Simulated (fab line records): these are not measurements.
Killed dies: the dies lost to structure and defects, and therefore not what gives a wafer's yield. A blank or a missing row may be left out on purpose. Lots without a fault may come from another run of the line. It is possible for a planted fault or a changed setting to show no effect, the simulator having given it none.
fab line records | flow sky130
record lots=24 | wafers=72 | lastDay=51
route steps=708 shown FIELD_ISO@17 PWDE@52 SONOS_TUNNEL@162 POLY_GATE@205 LDD_P@262 PASSIVATION@681
lots untouched by any fault: they come from a run of this same line in which no faults occurred
startH: hours from the record's opening day to when the first of the lot's shown wafers began | waitH: time in hours since the lot's previous step | " unchanged from the row above | L1.1+2: several wafers, shown together as one row | - value missing, or start not given | * or withheld: withheld | < > ~ a bound
route shown NAME@n: NAME is a module with steps in the file, n the number in the route of the first one | usual: average and standard deviation across the fault-free wafers | same: alike in all rows | chamber/n: place in a boat | sites: per-site readings | _std_site: their standard deviation | _edge_site: inner sites' mean taken away from outer sites' mean | radiusMm: how far each site lies from the wafer's centre | mask NAME#n: copy n | behind: the most recent tool/chamber to have shaped the wafer | hold: why the lot was held/for how many hours/how that ended | device: transistor that didn't switch, given as n, p or np | end of line: the same wafers' tests at the end of the route | a step with no rows: only its recipe | killed: dies lost to structure and defects at the first sort, not the wafer's yield | map: shows each die of a wafer: x if killed, . if not, _ if none is there
set.NAME: the setting as run; set.NAME@STEP: as run at that earlier step | model.NAME: the simulator's own value behind a step, which no gauge read
steps of the route over a sample of lots; a table a step, a row a wafer
services: when a tool's chamber went out of use (startH, in hours from the record's first day, below 0 if earlier), for how many hours, and the reason
## steps
# step SKY_FIELD_ISO_STRIP_16
# recipe chemistry=O2/N2 | powerW=1400 | pressureMtorr=1500 | platenTempC=withheld | o2FlowSccm=3000 | n2FlowSccm=300 | overashFraction=0.5
# usual drypumpMotorCurrentA=5.18/0.17 | n2FlowSccm=299.9/0.79 | oesProductAu=0.378/0.0051 | stripTimeToEndpointS=3.55/0.032
lot.wafer | tool           | chamber | startH | waitH | drypumpMotorCurrentA | n2FlowSccm | oesProductAu | rfHoursCounterH | stripTimeToEndpointS
L074.1    | plasmaAsher-04 | 1       | 31.18  | 0.0   | 5.18                 | 299.5      | 0.381        | 33              | 3.57
L074.3    | "              | 1       | "      | "     | 5.20                 | 299.5      | 0.378        | -               | 3.55
L074.6    | "              | 1       | "      | "     | 5.17                 | 298.3      | 0.377        | -               | 3.51
L075.2    | plasmaAsher-04 | 0       | 34.44  | 0.0   | 4.93                 | 300.1      | 0.388        | 34              | 3.58
L075.3    | "              | 0       | "      | "     | 4.94                 | 299.4      | 0.377        | -               | 3.62
L075.4    | "              | 1       | "      | "     | 5.17                 | 299.5      | 0.372        | -               | 3.56
L076.1    | plasmaAsher-04 | 0       | 39.23  | 0.0   | 4.92                 | 300.2      | 0.375        | 34              | 3.55
L076.3    | "              | 0       | "      | "     | 4.95                 | 298.7      | 0.379        | -               | 3.57
L076.5    | "              | 1       | "      | "     | 5.20                 | 299.4      | 0.373        | -               | 3.55
L077.1    | plasmaAsher-03 | 1       | 45.29  | 0.0   | 5.18                 | 300.3      | 0.369        | 36              | 3.50
L077.2    | "              | 0       | "      | "     | 5.37                 | 301.2      | 0.379        | 36              | 3.58
L077.3    | "              | 0       | "      | "     | 5.38                 | 300.0      | 0.376        | -               | 3.59
L078.2    | plasmaAsher-03 | 0       | 50.28  | 0.0   | 5.39                 | 301.0      | 0.383        | 36              | 3.53
L078.5    | "              | 0       | "      | "     | 5.41                 | 300.8      | 0.385        | -               | 3.55
L078.6    | "              | 1       | "      | "     | 5.18                 | 300.8      | 0.375        | -               | 3.49
L079.2    | plasmaAsher-02 | 1       | 54.29  | 0.0   | 5.39                 | 299.8      | 0.382        | 25              | 3.51
L079.5    | "              | 0       | "      | "     | 5.05                 | 299.7      | 0.377        | -               | 3.54
L079.6    | "              | 1       | "      | "     | 5.40                 | 300.8      | 0.378        | -               | 3.57
L080.2    | plasmaAsher-04 | 1       | 60.78  | 0.0   | 5.19                 | 300.4      | 0.372        | 36              | 3.61
L080.4    | "              | 1       | "      | "     | 5.18                 | 300.6      | 0.381        | -               | 3.52
L080.6    | "              | 1       | "      | "     | 5.18                 | 300.6      | 0.366        | -               | 3.51
L081.4    | plasmaAsher-03 | 1       | 64.97  | 0.1   | 5.18                 | 300.4      | 0.378        | -               | 3.58
L081.5    | "              | 1       | "      | "     | 5.19                 | 299.7      | 0.378        | -               | 3.54
L081.6    | "              | 0       | "      | "     | 5.41                 | 301.0      | 0.376        | -               | 3.58
L082.2    | plasmaAsher-02 | 1       | 69.74  | 0.0   | 5.39                 | 300.7      | 0.375        | 26              | 3.56
L082.4    | "              | 0       | "      | "     | 5.06                 | 299.7      | 0.389        | -               | 3.54
L082.6    | "              | 0       | "      | "     | 5.09                 | 299.3      | 0.381        | -               | 3.55
L083.1    | plasmaAsher-04 | 1       | 75.09  | 0.0   | 5.19                 | 300.9      | 0.382        | 38              | 3.49
L083.3    | "              | 1       | "      | "     | 5.22                 | 299.1      | 0.377        | -               | 3.56
L083.5    | "              | 0       | "      | "     | 4.90                 | 299.6      | 0.386        | -               | 3.60
L084.1    | plasmaAsher-04 | 1       | 82.48  | 0.0   | 5.18                 | 300.8      | 0.385        | 39              | 3.58
L084.5    | "              | 1       | "      | "     | 5.21                 | 300.0      | 0.376        | -               | 3.56
L084.6    | "              | 0       | "      | "     | 4.93                 | 298.4      | 0.380        | -               | 3.58
L085.1    | plasmaAsher-02 | 1       | 87.33  | 0.0   | 5.41                 | 300.5      | 0.382        | 28              | 3.54
L085.5    | "              | 1       | "      | "     | 5.42                 | 300.0      | 0.388        | -               | 3.54
L085.6    | "              | 0       | "      | "     | 5.03                 | 299.4      | 0.381        | -               | 3.53
L086.1    | plasmaAsher-02 | 0       | 90.49  | 0.0   | 5.06                 | 299.7      | 0.381        | 28              | 3.56
L086.4    | "              | 0       | "      | "     | 5.09                 | 299.3      | 0.378        | -               | 3.51
L086.5    | "              | 0       | "      | "     | 5.06                 | 300.0      | 0.385        | -               | 3.57
L087.1    | plasmaAsher-02 | 1       | 95.64  | 0.0   | 5.40                 | 300.9      | 0.375        | 29              | 3.60
L087.2    | "              | 0       | "      | "     | 5.09                 | 300.3      | 0.368        | 29              | 3.53
L087.6    | "              | 0       | "      | "     | 5.08                 | 299.6      | 0.381        | -               | 3.60
L088.2    | plasmaAsher-03 | 0       | 103.74 | 0.0   | 5.40                 | 300.8      | 0.373        | 41              | 3.54
L088.3    | "              | 1       | "      | "     | 5.16                 | 299.8      | 0.378        | -               | 3.54
L088.5    | "              | 0       | "      | "     | 5.38                 | 299.2      | 0.384        | -               | 3.54
L089.2    | plasmaAsher-04 | 1       | 107.48 | 0.0   | 5.21                 | 299.8      | 0.374        | 41              | 3.53
L089.3    | "              | 0       | "      | "     | 4.92                 | 298.9      | 0.373        | -               | 3.51
L089.5    | "              | 1       | "      | "     | 5.17                 | 300.9      | 0.383        | -               | 3.54
L090.1    | plasmaAsher-02 | 0       | 111.54 | 0.0   | 5.10                 | 298.9      | 0.379        | 30              | 3.51
L090.2    | "              | 1       | "      | "     | 5.42                 | 300.0      | 0.378        | 30              | 3.54
L090.6    | "              | 1       | "      | "     | 5.41                 | 300.2      | 0.383        | -               | 3.58
L091.1    | plasmaAsher-04 | 0       | 117.34 | 0.0   | 4.92                 | 300.2      | 0.375        | 42              | 3.52
L091.4    | "              | 0       | "      | "     | 4.93                 | 299.3      | 0.377        | -               | 3.57
L091.5    | "              | 0       | "      | "     | 4.92                 | 298.5      | 0.368        | -               | 3.52
L092.3    | plasmaAsher-03 | 0       | 123.06 | 0.1   | 5.39                 | 299.1      | 0.376        | -               | 3.49
L092.4    | "              | 1       | "      | "     | 5.18                 | 299.5      | 0.366        | -               | 3.56
L092.6    | "              | 1       | "      | "     | 5.18                 | 300.6      | 0.382        | -               | 3.51
L093.2    | plasmaAsher-03 | 1       | 127.39 | 0.0   | 5.20                 | 300.6      | 0.374        | 43              | 3.55
L093.4    | "              | 0       | "      | "     | 5.42                 | 299.5      | 0.376        | -               | 3.52
L093.6    | "              | 0       | "      | "     | 5.40                 | 299.7      | 0.378        | -               | 3.56
L094.1    | plasmaAsher-04 | 1       | 133.09 | 0.0   | 5.19                 | 300.2      | 0.375        | 44              | 3.54
L094.2    | "              | 0       | "      | "     | 4.91                 | 300.7      | 0.380        | 44              | 3.51
L094.6    | "              | 1       | "      | "     | 5.21                 | 299.8      | 0.381        | -               | 3.57
L095.1    | plasmaAsher-04 | 1       | 137.94 | 0.0   | 5.19                 | 299.8      | 0.377        | 44              | 3.50
L095.4    | "              | 0       | "      | "     | 4.94                 | 299.4      | 0.378        | -               | 3.54
L095.5    | "              | 1       | "      | "     | 5.19                 | 300.5      | 0.379        | -               | 3.56
L096.1    | plasmaAsher-03 | 1       | 143.84 | 0.0   | 5.18                 | 299.0      | 0.375        | 45              | 3.49
L096.3    | "              | 1       | "      | "     | 5.20                 | 300.3      | 0.378        | -               | 3.53
L096.6    | "              | 0       | "      | "     | 5.39                 | 298.7      | 0.372        | -               | 3.53
L097.4    | plasmaAsher-02 | 0       | 147.61 | 0.1   | 5.10                 | 299.9      | 0.376        | -               | 3.57
L097.5    | "              | 1       | "      | "     | 5.42                 | 299.4      | 0.379        | -               | 3.55
L097.6    | "              | 0       | "      | "     | 5.11                 | 299.8      | 0.379        | -               | 3.58
# step SKY_PWDE_OVL_MEAS_07
# usual PWDE_OVL=-0.8/1.2
lot.wafer | tool       | chamber | startH | waitH | PWDE_OVL[nm]
L074.1    | overlay-01 | -       | 69.27  | -     | -3.0
L074.3    | "          | -       | "      | "     | -3.1
L074.6    | "          | -       | "      | "     | -0.4
L075.2    | overlay-02 | -       | 75.22  | -     | -3.4
L075.3    | "          | -       | "      | "     | -0.1
L075.4    | "          | -       | "      | "     | -1.1
L076.1    | overlay-02 | -       | 79.12  | -     | -1.9
L076.3    | "          | -       | "      | "     | -1.7
L076.5    | "          | -       | "      | "     | -2.0
L077.1    | overlay-02 | -       | 83.41  | -     | -1.1
L077.2    | "          | -       | "      | "     | -2.1
L077.3    | "          | -       | "      | "     | -1.2
L078.2    | overlay-02 | -       | 90.82  | -     | -1.7
L078.5    | "          | -       | "      | "     | -2.3
L078.6    | "          | -       | "      | "     | -1.9
L079.2    | overlay-01 | -       | 94.03  | -     | 0.0
L079.5    | "          | -       | "      | "     | 1.3
L079.6    | "          | -       | "      | "     | -0.3
L080.2    | overlay-02 | -       | 104.52 | -     | 0.8
L080.4    | "          | -       | "      | "     | -1.8
L080.6    | "          | -       | "      | "     | -1.5
L081.4    | overlay-02 | -       | 114.33 | -     | -0.5
L081.5    | "          | -       | "      | "     | -0.9
L081.6    | "          | -       | "      | "     | 1.5
L082.2    | overlay-02 | -       | 117.07 | -     | -1.5
L082.4    | "          | -       | "      | "     | -0.2
L082.6    | "          | -       | "      | "     | -0.3
L083.1    | overlay-01 | -       | 120.82 | -     | -2.1
L083.3    | "          | -       | "      | "     | -0.7
L083.5    | "          | -       | "      | "     | 0.2
L084.1    | overlay-02 | -       | 129.26 | -     | -0.4
L084.5    | "          | -       | "      | "     | -1.0
L084.6    | "          | -       | "      | "     | 0.0
L085.1    | overlay-01 | -       | 129.61 | -     | -2.2
L085.5    | "          | -       | "      | "     | -0.3
L085.6    | "          | -       | "      | "     | -1.5
L086.1    | overlay-02 | -       | 140.71 | -     | -0.3
L086.4    | "          | -       | "      | "     | -1.9
L086.5    | "          | -       | "      | "     | -1.3
L087.1    | overlay-01 | -       | 141.71 | -     | 1.3
L087.2    | "          | -       | "      | "     | 0.1
L087.6    | "          | -       | "      | "     | -0.3
L088.2    | overlay-02 | -       | 146.52 | -     | -2.6
L088.3    | "          | -       | "      | "     | -3.3
L088.5    | "          | -       | "      | "     | -1.6
L089.2    | overlay-02 | -       | 153.97 | -     | -1.1
L089.3    | "          | -       | "      | "     | -1.6
L089.5    | "          | -       | "      | "     | -2.0
L090.1    | overlay-01 | -       | 154.51 | -     | -1.4
L090.2    | "          | -       | "      | "     | -0.2
L090.6    | "          | -       | "      | "     | -0.9
L091.1    | overlay-01 | -       | 160.57 | -     | 0.9
L091.4    | "          | -       | "      | "     | 0.9
L091.5    | "          | -       | "      | "     | -0.3
L092.3    | overlay-01 | -       | 166.63 | -     | -2.4
L092.4    | "          | -       | "      | "     | -2.5
L092.6    | "          | -       | "      | "     | -1.9
L093.2    | overlay-01 | -       | 176.67 | -     | -1.7
L093.4    | "          | -       | "      | "     | 1.0
L093.6    | "          | -       | "      | "     | -0.7
L094.1    | overlay-01 | -       | 192.12 | -     | -1.6
L094.2    | "          | -       | "      | "     | -1.1
L094.6    | "          | -       | "      | "     | -0.3
L096.1    | overlay-01 | -       | 196.97 | -     | -1.3
L096.3    | "          | -       | "      | "     | 0.0
L096.6    | "          | -       | "      | "     | 0.1
L095.1    | overlay-01 | -       | 197.21 | -     | 0.1
L095.4    | "          | -       | "      | "     | -0.1
L095.5    | "          | -       | "      | "     | 2.2
L097.4    | overlay-01 | -       | 204.53 | -     | -0.1
L097.5    | "          | -       | "      | "     | 0.0
L097.6    | "          | -       | "      | "     | 0.0
# step SKY_SONOS_TUNNEL_OVL_MEAS_08
# usual SONOS_TUNNEL_OVL=0.1/1.4
lot.wafer | tool       | chamber | startH | waitH | SONOS_TUNNEL_OVL[nm]
L074.1    | overlay-01 | -       | 244.08 | 0.1   | 0.3
L074.3    | "          | -       | "      | "     | 0.0
L074.6    | "          | -       | "      | "     | 2.2
L075.2    | overlay-02 | -       | 252.14 | 0.1   | 1.1
L075.3    | "          | -       | "      | "     | 1.2
L075.4    | "          | -       | "      | "     | 1.6
L076.1    | overlay-02 | -       | 260.33 | 0.1   | -0.7
L076.3    | "          | -       | "      | "     | -0.3
L076.5    | "          | -       | "      | "     | -0.8
L077.1    | overlay-01 | -       | 264.69 | 0.1   | 2.7
L077.2    | "          | -       | "      | "     | 1.1
L077.3    | "          | -       | "      | "     | 0.3
L078.2    | overlay-02 | -       | 276.29 | 0.1   | 1.0
L078.5    | "          | -       | "      | "     | 0.2
L078.6    | "          | -       | "      | "     | 1.7
L079.2    | overlay-02 | -       | 280.15 | 0.1   | 1.2
L079.5    | "          | -       | "      | "     | 0.8
L079.6    | "          | -       | "      | "     | 1.6
L080.2    | overlay-01 | -       | 298.34 | 0.1   | 0.1
L080.4    | "          | -       | "      | "     | 1.3
L080.6    | "          | -       | "      | "     | 0.3
L081.4    | overlay-02 | -       | 310.56 | 0.1   | -0.9
L081.5    | "          | -       | "      | "     | -1.5
L081.6    | "          | -       | "      | "     | -2.0
L082.2    | overlay-02 | -       | 316.29 | 0.1   | -1.2
L082.4    | "          | -       | "      | "     | 1.9
L082.6    | "          | -       | "      | "     | 1.9
L083.1    | overlay-01 | -       | 320.53 | 0.1   | -0.3
L083.3    | "          | -       | "      | "     | -0.8
L083.5    | "          | -       | "      | "     | 0.8
L084.1    | overlay-01 | -       | 331.88 | 0.1   | 1.1
L084.5    | "          | -       | "      | "     | 0.1
L084.6    | "          | -       | "      | "     | 0.0
L085.1    | overlay-01 | -       | 334.03 | 0.1   | -3.0
L085.5    | "          | -       | "      | "     | -3.0
L085.6    | "          | -       | "      | "     | -2.1
L086.1    | overlay-02 | -       | 348.78 | 0.1   | 2.7
L086.4    | "          | -       | "      | "     | 2.2
L086.5    | "          | -       | "      | "     | -0.1
L087.1    | overlay-01 | -       | 349.08 | 0.1   | -0.1
L087.2    | "          | -       | "      | "     | 1.4
L087.6    | "          | -       | "      | "     | -0.1
L088.2    | overlay-01 | -       | 358.78 | 0.1   | 1.3
L088.3    | "          | -       | "      | "     | 0.5
L088.5    | "          | -       | "      | "     | 0.4
L089.2    | overlay-02 | -       | 370.65 | 0.1   | 0.9
L089.3    | "          | -       | "      | "     | 1.9
L089.5    | "          | -       | "      | "     | 2.0
L090.1    | overlay-02 | -       | 371.63 | 0.1   | -0.2
L090.2    | "          | -       | "      | "     | -1.5
L090.6    | "          | -       | "      | "     | -0.9
L091.1    | overlay-02 | -       | 381.33 | 0.1   | -2.0
L091.4    | "          | -       | "      | "     | 0.0
L091.5    | "          | -       | "      | "     | -1.0
L092.3    | overlay-02 | -       | 389.25 | 0.1   | 0.7
L092.4    | "          | -       | "      | "     | 2.2
L092.6    | "          | -       | "      | "     | 1.7
L093.2    | overlay-01 | -       | 405.34 | 0.1   | -2.8
L093.4    | "          | -       | "      | "     | -0.9
L093.6    | "          | -       | "      | "     | 1.2
L094.1    | overlay-01 | -       | 427.33 | 0.1   | -2.6
L094.2    | "          | -       | "      | "     | -0.6
L094.6    | "          | -       | "      | "     | 0.2
L096.1    | overlay-02 | -       | 433.33 | 0.1   | -1.7
L096.3    | "          | -       | "      | "     | -3.0
L096.6    | "          | -       | "      | "     | -2.9
L095.1    | overlay-02 | -       | 434.28 | 0.1   | 0.6
L095.4    | "          | -       | "      | "     | 0.3
L095.5    | "          | -       | "      | "     | 1.9
L097.4    | overlay-01 | -       | 446.50 | 0.1   | 1.7
L097.5    | "          | -       | "      | "     | -0.5
L097.6    | "          | -       | "      | "     | -0.2
# step SKY_POLY_GATE_THK_MEAS_01
# recipe reads=poly-Si_of_POLY_GATE_CVD_00
# usual POLY_GATE_CVD_00_THK=180.0/1.8
lot.wafer | tool         | chamber | startH | waitH | POLY_GATE_CVD_00_THK[nm]
L074.1    | filmMetro-03 | -       | 306.45 | 0.0   | 179.1
L074.3    | "            | -       | "      | "     | 178.6
L074.6    | "            | -       | "      | "     | 179.2
L075.2    | filmMetro-03 | -       | 317.40 | 0.0   | 181.1
L075.3    | "            | -       | "      | "     | 181.0
L075.4    | "            | -       | "      | "     | 179.5
L076.1    | filmMetro-03 | -       | 326.24 | 0.0   | 178.6
L076.3    | "            | -       | "      | "     | 180.0
L076.5    | "            | -       | "      | "     | 179.5
L077.1    | filmMetro-04 | -       | 332.04 | 0.0   | 182.1
L077.2    | "            | -       | "      | "     | 181.4
L077.3    | "            | -       | "      | "     | 182.2
L078.2    | filmMetro-04 | -       | 342.91 | 0.0   | 178.3
L078.5    | "            | -       | "      | "     | 179.4
L078.6    | "            | -       | "      | "     | 178.5
L079.2    | filmMetro-04 | -       | 347.74 | 0.0   | 182.5
L079.5    | "            | -       | "      | "     | 181.4
L079.6    | "            | -       | "      | "     | 181.9
L080.2    | filmMetro-03 | -       | 365.19 | 0.0   | 175.7
L080.4    | "            | -       | "      | "     | 176.7
L080.6    | "            | -       | "      | "     | 177.6
L081.4    | filmMetro-03 | -       | 377.72 | 0.0   | 179.2
L081.5    | "            | -       | "      | "     | 179.7
L081.6    | "            | -       | "      | "     | 180.0
L082.2    | filmMetro-02 | -       | 384.36 | 0.0   | 180.7
L082.4    | "            | -       | "      | "     | 181.5
L082.6    | "            | -       | "      | "     | 180.6
L083.1    | filmMetro-03 | -       | 389.36 | 0.0   | 179.3
L083.3    | "            | -       | "      | "     | 179.4
L083.5    | "            | -       | "      | "     | 181.4
L084.1    | filmMetro-02 | -       | 401.49 | 0.0   | 179.5
L084.5    | "            | -       | "      | "     | 178.8
L084.6    | "            | -       | "      | "     | 180.2
L085.1    | filmMetro-03 | -       | 404.19 | 0.0   | 181.4
L085.5    | "            | -       | "      | "     | 182.9
L085.6    | "            | -       | "      | "     | 181.4
L086.1    | filmMetro-02 | -       | 417.85 | 0.0   | 179.7
L086.4    | "            | -       | "      | "     | 178.9
L086.5    | "            | -       | "      | "     | 179.0
L087.1    | filmMetro-04 | -       | 419.38 | 0.0   | 177.2
L087.2    | "            | -       | "      | "     | 175.0
L087.6    | "            | -       | "      | "     | 177.0
L088.2    | filmMetro-04 | -       | 431.97 | 0.0   | 179.7
L088.3    | "            | -       | "      | "     | 181.6
L088.5    | "            | -       | "      | "     | 179.5
L090.1    | filmMetro-04 | -       | 444.04 | 0.0   | 179.0
L090.2    | "            | -       | "      | "     | 178.9
L090.6    | "            | -       | "      | "     | 179.3
L089.2    | filmMetro-04 | -       | 445.25 | 0.0   | 180.4
L089.3    | "            | -       | "      | "     | 182.0
L089.5    | "            | -       | "      | "     | 180.7
L091.1    | filmMetro-02 | -       | 454.08 | 0.0   | 177.2
L091.4    | "            | -       | "      | "     | 178.6
L091.5    | "            | -       | "      | "     | 178.3
L092.3    | filmMetro-03 | -       | 461.57 | 0.0   | 183.3
L092.4    | "            | -       | "      | "     | 183.8
L092.6    | "            | -       | "      | "     | 183.3
L093.2    | filmMetro-02 | -       | 480.30 | 0.0   | 180.1
L093.4    | "            | -       | "      | "     | 181.6
L093.6    | "            | -       | "      | "     | 180.4
L094.1    | filmMetro-03 | -       | 499.50 | 0.0   | 180.7
L094.2    | "            | -       | "      | "     | 179.7
L094.6    | "            | -       | "      | "     | 179.7
L095.1    | filmMetro-04 | -       | 509.34 | 0.0   | 182.6
L095.4    | "            | -       | "      | "     | 184.3
L095.5    | "            | -       | "      | "     | 184.0
L096.1    | filmMetro-04 | -       | 510.54 | 0.0   | 178.8
L096.3    | "            | -       | "      | "     | 178.4
L096.6    | "            | -       | "      | "     | 179.8
L097.4    | filmMetro-04 | -       | 518.27 | 0.0   | 179.3
L097.5    | "            | -       | "      | "     | 180.0
L097.6    | "            | -       | "      | "     | 181.5
# step SKY_LDD_P_CD_MEAS_07
# recipe targetCdNm=380
# usual cdNm=379.4/2.4
lot.wafer | tool     | chamber | startH | waitH | cdNm
L074.1    | cdSem-01 | -       | 426.41 | 0.1   | 375.1
L074.3    | "        | -       | "      | "     | 376.8
L074.6    | "        | -       | "      | "     | 377.3
L075.2    | cdSem-01 | -       | 436.13 | 0.1   | 383.4
L075.3    | "        | -       | "      | "     | 381.9
L075.4    | "        | -       | "      | "     | 380.0
L076.1    | cdSem-01 | -       | 451.11 | 0.1   | 378.0
L076.3    | "        | -       | "      | "     | 378.5
L076.5    | "        | -       | "      | "     | 380.3
L077.1    | cdSem-02 | -       | 459.01 | 0.1   | 383.8
L077.2    | "        | -       | "      | "     | 383.8
L077.3    | "        | -       | "      | "     | 384.6
L078.2    | cdSem-02 | -       | 465.83 | 0.1   | 380.4
L078.5    | "        | -       | "      | "     | 380.7
L078.6    | "        | -       | "      | "     | 379.5
L079.2    | cdSem-01 | -       | 474.98 | 0.1   | 379.7
L079.5    | "        | -       | "      | "     | 378.4
L079.6    | "        | -       | "      | "     | 378.4
L080.2    | cdSem-01 | -       | 491.83 | 0.1   | 378.9
L080.4    | "        | -       | "      | "     | 379.4
L080.6    | "        | -       | "      | "     | 378.3
L081.4    | cdSem-01 | -       | 507.97 | 0.1   | 376.5
L081.5    | "        | -       | "      | "     | 376.4
L081.6    | "        | -       | "      | "     | 378.0
L082.2    | cdSem-02 | -       | 512.83 | 0.1   | 375.4
L082.4    | "        | -       | "      | "     | 378.8
L082.6    | "        | -       | "      | "     | 376.3
L083.1    | cdSem-02 | -       | 518.46 | 0.1   | 380.9
L083.3    | "        | -       | "      | "     | 378.5
L083.5    | "        | -       | "      | "     | 379.0
L084.1    | cdSem-02 | -       | 531.26 | 0.1   | 380.3
L084.5    | "        | -       | "      | "     | 382.0
L084.6    | "        | -       | "      | "     | 381.6
L085.1    | cdSem-02 | -       | 536.86 | 0.1   | 380.7
L085.5    | "        | -       | "      | "     | 381.8
L085.6    | "        | -       | "      | "     | 379.8
L086.1    | cdSem-01 | -       | 547.96 | 0.1   | 377.0
L086.4    | "        | -       | "      | "     | 375.5
L086.5    | "        | -       | "      | "     | 375.8
L087.1    | cdSem-01 | -       | 550.61 | 0.1   | 380.3
L087.2    | "        | -       | "      | "     | 378.1
L087.6    | "        | -       | "      | "     | 380.4
L088.2    | cdSem-01 | -       | 561.73 | 0.1   | 377.3
L088.3    | "        | -       | "      | "     | 375.2
L088.5    | "        | -       | "      | "     | 378.5
L089.2    | cdSem-01 | -       | 576.52 | 0.4   | 381.1
L089.3    | "        | -       | "      | "     | 380.6
L089.5    | "        | -       | "      | "     | 379.9
L090.1    | cdSem-01 | -       | 577.28 | 0.2   | 380.5
L090.2    | "        | -       | "      | "     | 382.8
L090.6    | "        | -       | "      | "     | 380.8
L091.1    | cdSem-02 | -       | 584.41 | 0.1   | 381.4
L091.4    | "        | -       | "      | "     | 381.6
L091.5    | "        | -       | "      | "     | 381.0
L092.3    | cdSem-01 | -       | 590.40 | 0.1   | 377.9
L092.4    | "        | -       | "      | "     | 375.7
L092.6    | "        | -       | "      | "     | 381.8
L093.2    | cdSem-01 | -       | 606.13 | 0.1   | 381.5
L093.4    | "        | -       | "      | "     | 384.6
L093.6    | "        | -       | "      | "     | 382.6
L094.1    | cdSem-02 | -       | 624.64 | 0.2   | 377.4
L094.2    | "        | -       | "      | "     | 376.8
L094.6    | "        | -       | "      | "     | 376.4
L095.1    | cdSem-02 | -       | 635.21 | 0.1   | 379.8
L095.4    | "        | -       | "      | "     | 378.2
L095.5    | "        | -       | "      | "     | 381.0
L096.1    | cdSem-01 | -       | 637.01 | 0.1   | 380.3
L096.3    | "        | -       | "      | "     | 379.2
L096.6    | "        | -       | "      | "     | 379.3
L097.4    | cdSem-02 | -       | 645.67 | 0.1   | 381.6
L097.5    | "        | -       | "      | "     | 379.1
L097.6    | "        | -       | "      | "     | 379.4
# step SKY_PASSIVATION_CVD_00
# recipe material=SiO2 | targetThkNm=90 | tempC=400 | timeS=withheld | rfW=600
# usual heaterPowerW=667/80
lot.wafer | tool     | chamber | startH  | waitH | heaterPowerW
L074.1    | pecvd-04 | 1       | 1039.53 | 0.0   | 644
L074.3    | "        | 2       | "       | "     | 710
L074.6    | "        | 2       | "       | "     | 735
L075.2    | pecvd-04 | 1       | 1041.57 | 0.0   | 723
L075.3    | "        | 2       | "       | "     | 726
L075.4    | "        | 2       | "       | "     | 719
L076.1    | pecvd-03 | 1       | 1050.29 | 0.0   | 536
L076.3    | "        | 0       | "       | "     | 714
L076.5    | "        | 2       | "       | "     | 604
L077.1    | pecvd-04 | 2       | 1059.15 | 0.0   | 700
L077.2    | "        | 1       | "       | "     | 727
L077.3    | "        | 0       | "       | "     | 525
L078.2    | pecvd-04 | 1       | 1062.23 | 0.0   | 680
L078.5    | "        | 1       | "       | "     | 677
L078.6    | "        | 2       | "       | "     | 746
L079.2    | pecvd-02 | 1       | 1065.58 | 0.0   | 756
L079.5    | "        | 0       | "       | "     | 672
L079.6    | "        | 1       | "       | "     | 770
L080.2    | pecvd-04 | 1       | 1077.46 | 0.0   | 729
L080.4    | "        | 1       | "       | "     | 736
L080.6    | "        | 2       | "       | "     | 726
L081.4    | pecvd-04 | 2       | 1091.10 | 0.0   | 743
L081.5    | "        | 1       | "       | "     | 717
L081.6    | "        | 0       | "       | "     | 583
L082.2    | pecvd-02 | 2       | 1092.63 | 0.0   | 776
L082.4    | "        | 1       | "       | "     | 663
L082.6    | "        | 0       | "       | "     | 670
L083.1    | pecvd-04 | 1       | 1097.61 | 0.0   | 661
L083.3    | "        | 0       | "       | "     | 587
L083.5    | "        | 2       | "       | "     | 768
L084.1    | pecvd-03 | 0       | 1117.74 | 0.0   | 783
L084.5    | "        | 0       | "       | "     | 772
L084.6    | "        | 2       | "       | "     | 516
L085.1    | pecvd-04 | 0       | 1117.83 | 0.0   | 598
L085.5    | "        | 0       | "       | "     | 599
L085.6    | "        | 1       | "       | "     | 736
L086.1    | pecvd-04 | 1       | 1118.38 | 0.0   | 711
L086.4    | "        | 2       | "       | "     | 735
L086.5    | "        | 1       | "       | "     | 715
L087.1    | pecvd-03 | 0       | 1118.98 | 0.0   | 788
L087.2    | "        | 2       | "       | "     | 602
L087.6    | "        | 2       | "       | "     | 599
L088.2    | pecvd-04 | 2       | 1126.67 | 0.0   | 734
L088.3    | "        | 0       | "       | "     | 578
L088.5    | "        | 1       | "       | "     | 624
L089.2    | pecvd-02 | 0       | 1137.30 | 0.0   | 711
L089.3    | "        | 2       | "       | "     | 730
L089.5    | "        | 2       | "       | "     | 747
L090.1    | pecvd-03 | 0       | 1138.33 | 0.0   | 724
L090.2    | "        | 2       | "       | "     | 588
L090.6    | "        | 0       | "       | "     | 706
L091.1    | pecvd-04 | 0       | 1141.65 | 0.0   | 536
L091.4    | "        | 2       | "       | "     | 729
L091.5    | "        | 1       | "       | "     | 638
L092.3    | pecvd-04 | 2       | 1151.62 | 0.0   | 729
L092.4    | "        | 2       | "       | "     | 712
L092.6    | "        | 0       | "       | "     | 594
L093.2    | pecvd-04 | 1       | 1157.26 | 0.0   | 728
L093.4    | "        | 1       | "       | "     | 739
L093.6    | "        | 0       | "       | "     | 524
L094.1    | pecvd-04 | 2       | 1175.56 | 0.0   | 730
L094.2    | "        | 0       | "       | "     | 560
L094.6    | "        | 0       | "       | "     | 582
L095.1    | pecvd-03 | 1       | 1175.92 | 0.0   | 555
L095.4    | "        | 1       | "       | "     | 530
L095.5    | "        | 1       | "       | "     | 544
L096.1    | pecvd-02 | 1       | 1176.08 | 0.0   | 737
L096.3    | "        | 0       | "       | "     | 753
L096.6    | "        | 1       | "       | "     | 770
L097.4    | pecvd-02 | 2       | 1180.40 | 0.0   | 762
L097.5    | "        | 0       | "       | "     | 627
L097.6    | "        | 1       | "       | "     | 777
## services
tool           | chamber | startH  | hours | kind
plasmaAsher-03 | -       | 50.73   | 7.7   | repair
plasmaAsher-04 | -       | 105.34  | 0.3   | repair
plasmaAsher-04 | -       | 126.24  | 2.8   | pm
plasmaAsher-03 | -       | 245.79  | 7.7   | repair
plasmaAsher-03 | -       | 246.16  | 3.6   | repair
pecvd-04       | -       | 259.24  | 2.4   | repair
plasmaAsher-02 | -       | 325.21  | 14.6  | pm
plasmaAsher-02 | -       | 339.81  | 2.8   | pm
plasmaAsher-02 | -       | 342.56  | 4.3   | pm
pecvd-04       | 0       | 359.69  | 7.1   | repair
pecvd-04       | -       | 383.56  | 10.6  | repair
plasmaAsher-02 | -       | 419.15  | 1.8   | repair
pecvd-04       | -       | 560.87  | 0.8   | repair
pecvd-04       | 2       | 588.59  | 4.6   | repair
pecvd-04       | 1       | 634.11  | 3.5   | repair
pecvd-04       | -       | 642.79  | 6.0   | pm
pecvd-04       | 2       | 704.92  | 13.4  | repair
pecvd-04       | 0       | 732.53  | 22.0  | repair
plasmaAsher-04 | -       | 733.75  | 9.0   | pm
pecvd-04       | -       | 791.94  | 2.8   | pm
pecvd-04       | -       | 974.61  | 5.5   | pm
pecvd-04       | -       | 1064.20 | 1.2   | repair
plasmaAsher-04 | -       | 1157.19 | 3.5   | repair
pecvd-04       | 1       | 1174.65 | 11.5  | repair
## key
fault none
